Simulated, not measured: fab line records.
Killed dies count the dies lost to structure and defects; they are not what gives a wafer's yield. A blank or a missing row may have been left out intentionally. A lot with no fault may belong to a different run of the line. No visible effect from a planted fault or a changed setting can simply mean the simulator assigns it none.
2 desks looking at one fault    flow sky130    numbers are kept per desk, each desk with only its own; the story behind them comes last

## AT THE TOOL OWNER'S DESK: implanter-01
The tool's own readings at SKY_NWELL_IMPLANT_11, given as means over the sampled wafers that have a number, one for each lot that went through this tool. A lot is out of limits, marked OUT, if its mean lies more than 4 standard deviations from the usual mean; the brackets give that distance.
Columns: A = beam on s at SKY_NWELL_IMPLANT_11, usual 10.01 s; B = faraday current uA at SKY_NWELL_IMPLANT_11, usual 107.0
lot   first seen here  A               B
L742  day 5 14:20      9.87            108.3
L744  day 5 21:45      9.82            108.9
L754  day 8 09:12      7.73 (-12) OUT  138.6 (+16) OUT
L755  day 8 14:58      7.90 (-11) OUT  135.2 (+14) OUT
This desk's verdict: out of limits on L754, L755, starting with L754 at day 8 09:12 (beam on s at SKY_NWELL_IMPLANT_11). L742, L744: within limits.

## THE METROLOGY DESK
Means of the sampled wafers that have a number, per lot and without regard to the tool the lot ran on: this is what the gauges read. A lot is out of limits, marked OUT, if its mean lies more than 4 standard deviations from the usual mean; the brackets give that distance.
Columns: A = FIELD_ISO_CVD_24_THK at SKY_FIELD_ISO_THK_MEAS_25, usual 598 nm; B = NWELL_TW at SKY_NWELL_TW_MEAS_15, usual 1825; C = NWELL_RS at SKY_NWELL_RS_MEAS_29, usual 624.6 ohm/sq; D = VT_ADJUST_HVTR_TW at SKY_VT_ADJUST_HVTR_TW_MEAS_11, usual 211.5; E = VT_ADJUST_PCH_OVL at SKY_VT_ADJUST_PCH_OVL_MEAS_07, usual -0.2 nm
lot   first seen here  A    B               C                D      E
L738  day 2 05:11      595  1836            622.5            211.1  0.3
L739  day 2 12:32      602  1815            626.8            211.5  0.2
L742  day 3 03:31      603  1833            625.6            212.1  -1.2
L743  day 3 08:21      594  1827            624.0            212.8  -2.2
L744  day 3 12:10      603  1824            624.4            212.3  -0.8
L748  day 4 09:37      594  1813            624.5            211.9  1.1
L751  day 5 03:45      599  1817            622.7            210.7  -0.7
L754  day 5 18:03      598  1682 (-18) OUT  719.0 (+59) OUT  -      -
L753  day 5 18:04      595  1828            626.1            211.3  -0.7
L755  day 5 23:30      600  1683 (-18) OUT  717.7 (+58) OUT  -      -
L759  day 6 20:10      598  1816            623.3            211.9  -0.3
L760  day 7 04:44      597  1831            624.1            210.2  -0.6
This desk finds L754, L755 out of limits, with the earliest case on L754 at day 8 09:45 (NWELL_TW at SKY_NWELL_TW_MEAS_15). L738, L739, L742, L743, L744, L748, L751, L753, L759, L760: within limits.

## ALL TOGETHER
At day 8 09:12, on L754, L755, the tool owner's desk was in a position to raise an alarm.
An alarm was possible from the metrology desk at day 8 09:45, on L754, L755.
Of the lots named, all ran SKY_NWELL_IMPLANT_11 on implanter-01.

## WHAT HAD BEEN PUT IN BY THE SIMULATOR
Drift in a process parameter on implanter-01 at SKY_NWELL_IMPLANT_11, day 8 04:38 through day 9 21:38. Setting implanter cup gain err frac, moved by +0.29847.
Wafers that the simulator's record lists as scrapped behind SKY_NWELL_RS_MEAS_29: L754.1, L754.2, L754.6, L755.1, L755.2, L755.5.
Shown lots that were struck: L754, L755.
Counting hours from when the fault started, the first reading out of limits came at 5 for the tool owner's desk and at 5 for the metrology desk.
